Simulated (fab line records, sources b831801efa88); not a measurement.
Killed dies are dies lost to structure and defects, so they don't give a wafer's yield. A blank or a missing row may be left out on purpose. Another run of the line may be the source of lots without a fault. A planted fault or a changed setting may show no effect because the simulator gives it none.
Which tool did it? ; flow gf180mcu ; Sampling: 14 lots, 42 wafers, 4 of 602 route steps

WHAT THE GAUGES SHOWED, per wafer
GF_PASSIVATION_BOW_MEAS_14.
lot;measured;on;PASSIVATION_BOW (um)
L375;day 29 03:34;film metro-02;131 137 136
L379;day 30 04:42;film metro-02;138 136 134
L380;day 30 16:33;film metro-02;165 161 150
L381;day 30 22:34;film metro-04;125 118 127
L382;day 31 03:50;film metro-04;136 137 134
L383;day 31 12:20;film metro-04;150 140 149
L385;day 31 23:09;film metro-04;143 129 136
L386;day 32 02:11;film metro-04;127 127 126
L391;day 33 13:29;film metro-02;131 139 132
L394;day 34 03:06;film metro-04;128 130 137
L395;day 34 08:18;film metro-04;133 131 149
L396;day 34 12:08;film metro-04;147 146 133
L397;day 34 15:37;film metro-01;132 131 137
L398;day 34 20:33;film metro-01;117 115 125

WHAT TOOL EACH LOT RAN ON (gives the tool, then ch and the chambers of the sampled wafers, and finally the start)
lot;GF_MIM_SPUTTER_07;GF_M5_METAL_ETCH_10;GF_PASSIVATION_DEVELOP_10
L375;pvd sputter-04, day 24 12:17;rie metal-01 ch 1, day 26 08:15;litho track-04 ch 0, day 29 00:00
L379;pvd sputter-03, day 25 19:35;rie metal-02 ch 0, day 27 13:49;litho track-01 ch 0, day 30 02:00
L380;pvd sputter-04, day 26 06:47;rie metal-01 ch 0,1, day 28 00:25;litho track-02 ch 0, day 30 13:00
L381;pvd sputter-03, day 26 15:08;rie metal-04 ch 0,1, day 28 07:37;litho track-02 ch 0, day 30 20:00
L382;pvd sputter-03, day 26 19:18;rie metal-04 ch 0,1, day 28 12:54;litho track-04 ch 0, day 31 01:00
L383;pvd sputter-04, day 27 06:36;rie metal-02 ch 0,1, day 28 22:17;litho track-01 ch 0, day 31 10:00
L385;pvd sputter-03, day 27 20:55;rie metal-02 ch 0,1, day 29 11:53;litho track-04, day 31 21:00
L386;pvd sputter-01, day 27 23:32;rie metal-04 ch 0, day 29 15:08;litho track-01, day 32 00:00
L391;pvd sputter-04, day 29 17:20;rie metal-01 ch 1, day 31 05:53;litho track-01 ch 0, day 33 11:00
L394;pvd sputter-03, day 30 08:17;rie metal-02 ch 1, day 31 20:49;litho track-01 ch 0, day 34 01:00
L395;pvd sputter-01, day 30 15:27;rie metal-04 ch 0,1, day 32 03:16;litho track-04 ch 0, day 34 06:00
L396;pvd sputter-03, day 30 21:17;rie metal-02 ch 0,1, day 32 07:23;litho track-01 ch 0, day 34 10:00
L397;pvd sputter-01, day 31 00:30;rie metal-01 ch 0,1, day 32 10:50;litho track-04 ch 0, day 34 13:00
L398;pvd sputter-01, day 31 06:47;rie metal-01 ch 0,1, day 32 16:55;litho track-01 ch 0, day 34 18:00
- GF_MIM_SPUTTER_07: material TiN, target thk 60 nm, time 50 s.
- GF_M5_METAL_ETCH_10: etches the open film in Cl2/BCl3, stops on SiO2, target depth 750.8 nm, time 125.1 s.
- GF_PASSIVATION_DEVELOP_10: develop time 60 s.

AS READ BY THE TOOLS THEMSELVES (means over the sampled wafers that have a number; for cases with no such wafer, the mark the record gives instead)
GF_MIM_SPUTTER_07.
lot;tool;throttle valve pct (%)
L375;pvd sputter-04;31.2
L379;pvd sputter-03;30.1
L380;pvd sputter-04;30.6
L381;pvd sputter-03;29.4
L382;pvd sputter-03;30.0
L383;pvd sputter-04;30.8
L385;pvd sputter-03;30.1
L386;pvd sputter-01;29.7
L391;pvd sputter-04;31.1
L394;pvd sputter-03;30.8
L395;pvd sputter-01;30.3
L396;pvd sputter-03;29.3
L397;pvd sputter-01;30.0
L398;pvd sputter-01;30.0

GF_M5_METAL_ETCH_10.
lot;tool;drypump motor current A (A);oes product au (a.u.);throttle valve pct (%)
L375;rie metal-01;5.0;0.994;28.231
L379;rie metal-02;5.6;0.989;28.230
L380;rie metal-01;5.2;0.994;28.221
L381;rie metal-04;6.0;0.993;28.228
L382;rie metal-04;6.0;0.987;28.236
L383;rie metal-02;5.7;0.991;28.219
L385;rie metal-02;5.6;0.992;28.233
L386;rie metal-04;5.8;0.997;28.233
L391;rie metal-01;5.0;0.991;28.239
L394;rie metal-02;5.8;0.991;28.223
L395;rie metal-04;6.0;0.995;28.224
L396;rie metal-02;5.7;0.991;28.228
L397;rie metal-01;5.3;0.990;28.232
L398;rie metal-01;5.3;0.988;28.238

GF_PASSIVATION_DEVELOP_10.
lot;tool;chill plate temp C (C)
L375;litho track-04;23.12
L379;litho track-01;22.90
L380;litho track-02;23.00
L381;litho track-02;23.09
L382;litho track-04;23.08
L383;litho track-01;22.89
L385;litho track-04;-
L386;litho track-01;-
L391;litho track-01;23.08
L394;litho track-01;23.01
L395;litho track-04;23.04
L396;litho track-01;23.10
L397;litho track-04;22.97
L398;litho track-01;23.02

THE ANSWER, worked out from the rows above alone
Rule: what is usual is taken from the lots themselves. Put in order of their means at a reading, lots are off if they are a third of the lots or fewer, leave a main group of 4 or more, and stand apart from it by a gap of 3 or more times the standard deviation of the main group's means; of several such gaps the widest counts. A main group whose means are all the same, to the digits that the tables above print for the reading, isn't used. Also off: a lot with no number at a reading for which 4 or more lots have one. All remaining lots with rows at the step are treated as sound. First the gauges in route order, then the tools' own readings, where a lot's mean is used as printed above. At the first step where some lot is off, the reading lying furthest off is the one used; lots without a number count as furthest.
Off, at GF_PASSIVATION_DEVELOP_10 on chill plate temp C: L385, L386. Without a number there: L385, L386. The main group has a mean of 23.02 C with a standard deviation of 0.072.
A tool fits if, at that step or a process step before it, it ran every lot that is off, and no sound lot after the first of them. Of those tried, none fits.

WHAT WAS PUT IN BY THE SIMULATOR
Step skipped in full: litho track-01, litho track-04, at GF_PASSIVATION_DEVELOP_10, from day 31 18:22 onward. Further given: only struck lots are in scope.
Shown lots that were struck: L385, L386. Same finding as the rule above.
